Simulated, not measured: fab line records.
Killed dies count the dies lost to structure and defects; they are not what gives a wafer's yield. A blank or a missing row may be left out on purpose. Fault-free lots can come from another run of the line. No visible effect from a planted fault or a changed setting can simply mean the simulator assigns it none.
Chamber matching | flow gf180mcu | cmp-01 running GF_V3_CMP_04: 4 sister chambers
The step polishes SiO2. 4 wafers are shown with their chamber, then 8 later ones without.

== WAFERS, EACH WITH ITS CHAMBER ==
wafer  | chamber | motor_current_A (A)
L882.3 | 3       | 13.3
L883.1 | 2       | 12.1
L883.5 | 0       | 13.4
L891.1 | 1       | 11.1

== WAFERS WHOSE CHAMBER IS MISSING ==
wafer  | motor_current_A (A)
L891.3 | 13.4
L891.6 | 13.5
L894.1 | 10.4
L894.5 | 14.0
L894.6 | 12.1
L895.3 | 11.0
L895.5 | 13.9
L895.6 | 10.8

== CHAMBER TAKEN BY EACH ==
wafer  | from the rows above     | in truth
L891.3 | can't be placed: 0 or 3 | 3
L891.6 | can't be placed: 0 or 3 | 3
L894.1 | 1                       | 1
L894.5 | can't be placed: 0 or 3 | 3
L894.6 | 2                       | 2
L895.3 | 1                       | 1
L895.5 | can't be placed: 0 or 3 | 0
L895.6 | 1                       | 1
4 of 8 placed correctly. Can't be placed from these rows: 4 (the true chamber is among the candidates in 4). Number placed wrongly: 0.
How it was worked out, from the rows above alone: a wafer's distance from a chamber is the root of the sum, over the readings, of the square of ((its reading less the chamber's mean) divided by the reading's scatter). The wafer belongs to the nearest chamber; if the next one is less than 2 further off, it can't be placed. A chamber's mean is the mean of its shown wafers. The scatter: root of mean squared gap, hidden wafer to nearest shown wafer, with one shown wafer a chamber.
